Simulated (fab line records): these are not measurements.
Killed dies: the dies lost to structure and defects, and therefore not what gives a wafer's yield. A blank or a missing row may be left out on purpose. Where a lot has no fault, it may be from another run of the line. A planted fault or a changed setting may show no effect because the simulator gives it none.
Which of the tools did it? :: flow sky130 :: 33 wafers from 11 lots sampled at 6 of the route's 708 steps

== WHAT THE GAUGES READ, wafer by wafer ==
SKY_LDD_N_TW_MEAS_17. Usual: for LDD_N_TW the level is 2588 and the standard deviation is 13.
lot: L911
measured: day 18 04:10
on: filmMetro-03
LDD_N_TW: 2590 2580 2582
flag: 

lot: L913
measured: day 18 23:45
on: filmMetro-02
LDD_N_TW: 2585 2573 2586
flag: 

lot: L914
measured: day 19 03:32
on: filmMetro-03
LDD_N_TW: 2584 2595 2594
flag: 

lot: L917
measured: day 20 12:18
on: filmMetro-02
LDD_N_TW: 2599 2591 2595
flag: 

lot: L918
measured: day 21 07:04
on: filmMetro-02
LDD_N_TW: 2593 2598 2594
flag: 

lot: L921
measured: day 22 13:35
on: filmMetro-01
LDD_N_TW: 2586 2582 2568
flag: 

lot: L923
measured: day 22 21:19
on: filmMetro-02
LDD_N_TW: 2605 2609 2607
flag: 

lot: L924
measured: day 23 03:14
on: filmMetro-02
LDD_N_TW: 2602 2605 2597
flag: 

lot: L925
measured: day 23 15:35
on: filmMetro-03
LDD_N_TW: 2690 2689 2691
flag: OFF

lot: L929
measured: day 25 01:34
on: filmMetro-01
LDD_N_TW: 2673 2692 2689
flag: OFF

lot: L933
measured: day 26 03:14
on: filmMetro-03
LDD_N_TW: 2585 2578 2582
flag: 

SKY_LDD_P_CD_MEAS_07: target cd 380 nm. Usual: 380.3 nm for cdNm, sd 2.8.
lot: L911
measured: day 19 11:59
on: cdSem-02
cdNm (nm): 379.0 378.7 380.8
flag: 

lot: L913
measured: day 20 06:43
on: cdSem-01
cdNm (nm): 381.5 384.7 383.7
flag: 

lot: L914
measured: day 20 10:43
on: cdSem-01
cdNm (nm): 383.9 381.3 383.1
flag: 

lot: L917
measured: day 21 19:58
on: cdSem-01
cdNm (nm): 375.4 374.5 376.9
flag: 

lot: L918
measured: day 22 14:04
on: cdSem-01
cdNm (nm): 378.7 379.1 378.9
flag: 

lot: L921
measured: day 23 19:31
on: cdSem-01
cdNm (nm): 379.1 377.9 381.7
flag: 

lot: L923
measured: day 24 03:12
on: cdSem-01
cdNm (nm): 377.9 379.3 377.4
flag: 

lot: L924
measured: day 24 09:32
on: cdSem-01
cdNm (nm): 378.8 377.9 378.6
flag: 

lot: L925
measured: day 24 21:32
on: cdSem-01
cdNm (nm): 379.7 382.4 382.4
flag: 

lot: L929
measured: day 26 06:52
on: cdSem-01
cdNm (nm): 383.3 379.6 384.3
flag: 

lot: L933
measured: day 27 08:01
on: cdSem-01
cdNm (nm): 376.6 377.9 377.6
flag: 

== TOOL THAT RAN EACH LOT (tool first, then ch and the chambers of the sampled wafers, then the start) ==
lot: L911
SKY_GATE_OXIDE_STRIP_13: plasmaAsher-01 ch 0,1, day 14 01:31
SKY_POLY_GATE_ETCH_16: rieDiel-02 ch 0,1,2, day 16 19:22
SKY_LDD_N_IMPLANT_09: implanter-04 ch 0, day 18 03:01
SKY_LDD_N_STRIP_16: plasmaAsher-04 ch 0,1, day 18 04:04

lot: L913
SKY_GATE_OXIDE_STRIP_13: plasmaAsher-01 ch 0,1, day 14 21:37
SKY_POLY_GATE_ETCH_16: rieDiel-02 ch 0,1,2, day 17 12:40
SKY_LDD_N_IMPLANT_09: implanter-03 ch 0, day 18 22:37
SKY_LDD_N_STRIP_16: plasmaAsher-04 ch 0,1, day 18 23:38

lot: L914
SKY_GATE_OXIDE_STRIP_13: plasmaAsher-04 ch 0,1, day 15 03:46
SKY_POLY_GATE_ETCH_16: rieDiel-02 ch 1,2,3, day 17 17:50
SKY_LDD_N_IMPLANT_09: implanter-03 ch 0, day 19 02:23
SKY_LDD_N_STRIP_16: plasmaAsher-04 ch 0,1, day 19 03:26

lot: L917
SKY_GATE_OXIDE_STRIP_13: plasmaAsher-01 ch 0,1, day 16 03:40
SKY_POLY_GATE_ETCH_16: rieDiel-01 ch 0,1,3, day 18 23:58
SKY_LDD_N_IMPLANT_09: implanter-03 ch 0, day 20 11:11
SKY_LDD_N_STRIP_16: plasmaAsher-04 ch 0,1, day 20 12:13

lot: L918
SKY_GATE_OXIDE_STRIP_13: plasmaAsher-04 ch 0,1, day 17 00:14
SKY_POLY_GATE_ETCH_16: rieDiel-02 ch 1,2,3, day 19 20:13
SKY_LDD_N_IMPLANT_09: implanter-02 ch 0, day 21 05:56
SKY_LDD_N_STRIP_16: plasmaAsher-03 ch 0,1, day 21 06:58

lot: L921
SKY_GATE_OXIDE_STRIP_13: plasmaAsher-01 ch 0,1, day 18 07:59
SKY_POLY_GATE_ETCH_16: rieDiel-01 ch 0,2,3, day 21 03:10
SKY_LDD_N_IMPLANT_09: implanter-03 ch 0, day 22 12:26
SKY_LDD_N_STRIP_16: plasmaAsher-04 ch 0,1, day 22 13:29

lot: L923
SKY_GATE_OXIDE_STRIP_13: plasmaAsher-03 ch 0,1, day 18 13:43
SKY_POLY_GATE_ETCH_16: rieDiel-01 ch 0,2,3, day 21 10:38
SKY_LDD_N_IMPLANT_09: implanter-03 ch 0, day 22 20:10
SKY_LDD_N_STRIP_16: plasmaAsher-02 ch 0,1, day 22 21:13

lot: L924
SKY_GATE_OXIDE_STRIP_13: plasmaAsher-03 ch 0,1, day 18 19:45
SKY_POLY_GATE_ETCH_16: rieDiel-01 ch 0,2,3, day 21 17:10
SKY_LDD_N_IMPLANT_09: implanter-02 ch 0, day 23 02:07
SKY_LDD_N_STRIP_16: plasmaAsher-02 ch 0,1, day 23 03:07

lot: L925
SKY_GATE_OXIDE_STRIP_13: plasmaAsher-01 ch 0,1, day 19 09:13
SKY_POLY_GATE_ETCH_16: rieDiel-02 ch 0,2,3, day 22 04:55
SKY_LDD_N_IMPLANT_09: implanter-03 ch 0, day 23 14:01
SKY_LDD_N_STRIP_16: plasmaAsher-04 ch 0,1, day 23 15:30

lot: L929
SKY_GATE_OXIDE_STRIP_13: plasmaAsher-04 ch 0,1, day 20 13:17
SKY_POLY_GATE_ETCH_16: rieDiel-01 ch 1,2, day 23 10:40
SKY_LDD_N_IMPLANT_09: implanter-04 ch 0, day 25 00:03
SKY_LDD_N_STRIP_16: plasmaAsher-03 ch 0,1, day 25 01:24

lot: L933
SKY_GATE_OXIDE_STRIP_13: plasmaAsher-01 ch 0,1, day 21 23:22
SKY_POLY_GATE_ETCH_16: rieDiel-03 ch 2,3, day 24 17:20
SKY_LDD_N_IMPLANT_09: implanter-03 ch 0, day 26 02:07
SKY_LDD_N_STRIP_16: plasmaAsher-04 ch 0,1, day 26 03:08
- SKY_GATE_OXIDE_STRIP_13: strips in O2/N2.
- SKY_POLY_GATE_ETCH_16: etches Si3N4 in CH3F/O2, stops on poly-Si, time 147.5 s, target depth 75 nm.
- SKY_LDD_N_IMPLANT_09
- SKY_LDD_N_STRIP_16: strips in O2/N2.

== WHAT THE TOOLS THEMSELVES READ (means of the sampled wafers that have a number; where no wafer has one, the mark that the record gives instead) ==
SKY_GATE_OXIDE_STRIP_13. Usual: drypumpMotorCurrentA 6.1 A, standard deviation 0.33; oesProductAu 0.715 a.u., standard deviation 0.0049; stripTimeToEndpointS 14.21 s, standard deviation 0.045.
lot: L911
tool: plasmaAsher-01
drypumpMotorCurrentA (A): 6.2
oesProductAu (a.u.): 0.710
stripTimeToEndpointS (s): 14.26
flag: 

lot: L913
tool: plasmaAsher-01
drypumpMotorCurrentA (A): 6.2
oesProductAu (a.u.): 0.714
stripTimeToEndpointS (s): 14.15
flag: 

lot: L914
tool: plasmaAsher-04
drypumpMotorCurrentA (A): 6.2
oesProductAu (a.u.): 0.718
stripTimeToEndpointS (s): 14.25
flag: 

lot: L917
tool: plasmaAsher-01
drypumpMotorCurrentA (A): 6.2
oesProductAu (a.u.): 0.715
stripTimeToEndpointS (s): 14.20
flag: 

lot: L918
tool: plasmaAsher-04
drypumpMotorCurrentA (A): 6.2
oesProductAu (a.u.): 0.713
stripTimeToEndpointS (s): 14.22
flag: 

lot: L921
tool: plasmaAsher-01
drypumpMotorCurrentA (A): 6.0
oesProductAu (a.u.): 0.715
stripTimeToEndpointS (s): 14.25
flag: 

lot: L923
tool: plasmaAsher-03
drypumpMotorCurrentA (A): 5.8
oesProductAu (a.u.): 0.716
stripTimeToEndpointS (s): 14.16
flag: 

lot: L924
tool: plasmaAsher-03
drypumpMotorCurrentA (A): 5.9
oesProductAu (a.u.): 0.713
stripTimeToEndpointS (s): 14.20
flag: 

lot: L925
tool: plasmaAsher-01
drypumpMotorCurrentA (A): 6.0
oesProductAu (a.u.): 0.718
stripTimeToEndpointS (s): 14.15
flag: 

lot: L929
tool: plasmaAsher-04
drypumpMotorCurrentA (A): 6.2
oesProductAu (a.u.): 0.711
stripTimeToEndpointS (s): 14.18
flag: 

lot: L933
tool: plasmaAsher-01
drypumpMotorCurrentA (A): 6.0
oesProductAu (a.u.): 0.714
stripTimeToEndpointS (s): 14.23
flag: 

SKY_POLY_GATE_ETCH_16. Usual: O2_flow_sccm 30.01 sccm, standard deviation 0.082; drypumpMotorCurrentA 5.9 A, standard deviation 0.55; oesProductAu 0.642 a.u., standard deviation 0.0049; throttleValvePct 10.534 %, standard deviation 0.0093.
lot: L911
tool: rieDiel-02
O2_flow_sccm (sccm): 30.07
drypumpMotorCurrentA (A): 5.3
oesProductAu (a.u.): 0.637
throttleValvePct (%): 10.533
flag: 

lot: L913
tool: rieDiel-02
O2_flow_sccm (sccm): 30.10
drypumpMotorCurrentA (A): 5.4
oesProductAu (a.u.): 0.637
throttleValvePct (%): 10.523
flag: 

lot: L914
tool: rieDiel-02
O2_flow_sccm (sccm): 30.02
drypumpMotorCurrentA (A): 5.5
oesProductAu (a.u.): 0.641
throttleValvePct (%): 10.537
flag: 

lot: L917
tool: rieDiel-01
O2_flow_sccm (sccm): 30.02
drypumpMotorCurrentA (A): 6.1
oesProductAu (a.u.): 0.642
throttleValvePct (%): 10.539
flag: 

lot: L918
tool: rieDiel-02
O2_flow_sccm (sccm): 29.99
drypumpMotorCurrentA (A): 5.5
oesProductAu (a.u.): 0.649
throttleValvePct (%): 10.539
flag: 

lot: L921
tool: rieDiel-01
O2_flow_sccm (sccm): 29.99
drypumpMotorCurrentA (A): 6.3
oesProductAu (a.u.): 0.642
throttleValvePct (%): 10.534
flag: 

lot: L923
tool: rieDiel-01
O2_flow_sccm (sccm): 29.94
drypumpMotorCurrentA (A): 6.4
oesProductAu (a.u.): 0.640
throttleValvePct (%): 10.538
flag: 

lot: L924
tool: rieDiel-01
O2_flow_sccm (sccm): 30.04
drypumpMotorCurrentA (A): 6.3
oesProductAu (a.u.): 0.640
throttleValvePct (%): 10.535
flag: 

lot: L925
tool: rieDiel-02
O2_flow_sccm (sccm): 29.96
drypumpMotorCurrentA (A): 5.6
oesProductAu (a.u.): 0.637
throttleValvePct (%): 10.541
flag: 

lot: L929
tool: rieDiel-01
O2_flow_sccm (sccm): 29.96
drypumpMotorCurrentA (A): 6.0
oesProductAu (a.u.): 0.644
throttleValvePct (%): 10.527
flag: 

lot: L933
tool: rieDiel-03
O2_flow_sccm (sccm): 29.99
drypumpMotorCurrentA (A): 6.0
oesProductAu (a.u.): 0.638
throttleValvePct (%): 10.542
flag: 

SKY_LDD_N_IMPLANT_09. Usual: 10.02 s for beamOnS, sd 0.2.
lot: L911
tool: implanter-04
beamOnS (s): 9.92
flag: 

lot: L913
tool: implanter-03
beamOnS (s): 10.00
flag: 

lot: L914
tool: implanter-03
beamOnS (s): 10.17
flag: 

lot: L917
tool: implanter-03
beamOnS (s): 10.20
flag: 

lot: L918
tool: implanter-02
beamOnS (s): 10.05
flag: 

lot: L921
tool: implanter-03
beamOnS (s): 10.10
flag: 

lot: L923
tool: implanter-03
beamOnS (s): 9.93
flag: 

lot: L924
tool: implanter-02
beamOnS (s): 10.10
flag: 

lot: L925
tool: implanter-03
beamOnS (s): 10.06
flag: 

lot: L929
tool: implanter-04
beamOnS (s): 10.04
flag: 

lot: L933
tool: implanter-03
beamOnS (s): 10.09
flag: 

SKY_LDD_N_STRIP_16. Usual: drypumpMotorCurrentA 6.1 A, standard deviation 0.49; oesProductAu 0.407 a.u., standard deviation 0.0043; stripTimeToEndpointS 4.315 s, standard deviation 0.013.
lot: L911
tool: plasmaAsher-04
drypumpMotorCurrentA (A): 6.3
oesProductAu (a.u.): 0.407
stripTimeToEndpointS (s): 4.327
flag: 

lot: L913
tool: plasmaAsher-04
drypumpMotorCurrentA (A): 6.4
oesProductAu (a.u.): 0.409
stripTimeToEndpointS (s): 4.327
flag: 

lot: L914
tool: plasmaAsher-04
drypumpMotorCurrentA (A): 6.3
oesProductAu (a.u.): 0.407
stripTimeToEndpointS (s): 4.307
flag: 

lot: L917
tool: plasmaAsher-04
drypumpMotorCurrentA (A): 6.2
oesProductAu (a.u.): 0.405
stripTimeToEndpointS (s): 4.313
flag: 

lot: L918
tool: plasmaAsher-03
drypumpMotorCurrentA (A): 5.9
oesProductAu (a.u.): 0.403
stripTimeToEndpointS (s): 4.331
flag: 

lot: L921
tool: plasmaAsher-04
drypumpMotorCurrentA (A): 6.3
oesProductAu (a.u.): 0.405
stripTimeToEndpointS (s): 4.304
flag: 

lot: L923
tool: plasmaAsher-02
drypumpMotorCurrentA (A): 6.1
oesProductAu (a.u.): 0.404
stripTimeToEndpointS (s): 4.324
flag: 

lot: L924
tool: plasmaAsher-02
drypumpMotorCurrentA (A): 6.1
oesProductAu (a.u.): 0.406
stripTimeToEndpointS (s): 4.322
flag: 

lot: L925
tool: plasmaAsher-04
drypumpMotorCurrentA (A): 6.3
oesProductAu (a.u.): 0.404
stripTimeToEndpointS (s): 4.533
flag: OFF

lot: L929
tool: plasmaAsher-03
drypumpMotorCurrentA (A): 5.9
oesProductAu (a.u.): 0.401
stripTimeToEndpointS (s): 4.513
flag: OFF

lot: L933
tool: plasmaAsher-04
drypumpMotorCurrentA (A): 6.2
oesProductAu (a.u.): 0.406
stripTimeToEndpointS (s): 4.318
flag: 

== THE ANSWER, worked out from the rows above alone ==
Rule: a lot counts as off when the mean over its wafers that have a number is more than 3 standard deviations away from the usual mean. A lot without any number at a reading at which 4 lots or more have one is off too. The other lots that the step has rows for count as sound. The gauges are gone through in route order, then the tools' own readings, and for those a lot's mean is taken as printed above. At the first step where some lot is off, the reading lying furthest off is the one used; lots without a number count as furthest.
Off: L925, L929, seen at SKY_LDD_N_TW_MEAS_17 (LDD_N_TW).
If a tool, at a process step before that reading, ran all the lots that are off and no sound lot after the first of them, it fits. The gauges at SKY_LDD_N_TW_MEAS_17 aren't tried: what is off there is off at SKY_LDD_N_STRIP_16 too, on other tools, and a gauge's error can't cause that. Not one of the candidates tried fits.

== WHAT THE SIMULATOR PUT IN ==
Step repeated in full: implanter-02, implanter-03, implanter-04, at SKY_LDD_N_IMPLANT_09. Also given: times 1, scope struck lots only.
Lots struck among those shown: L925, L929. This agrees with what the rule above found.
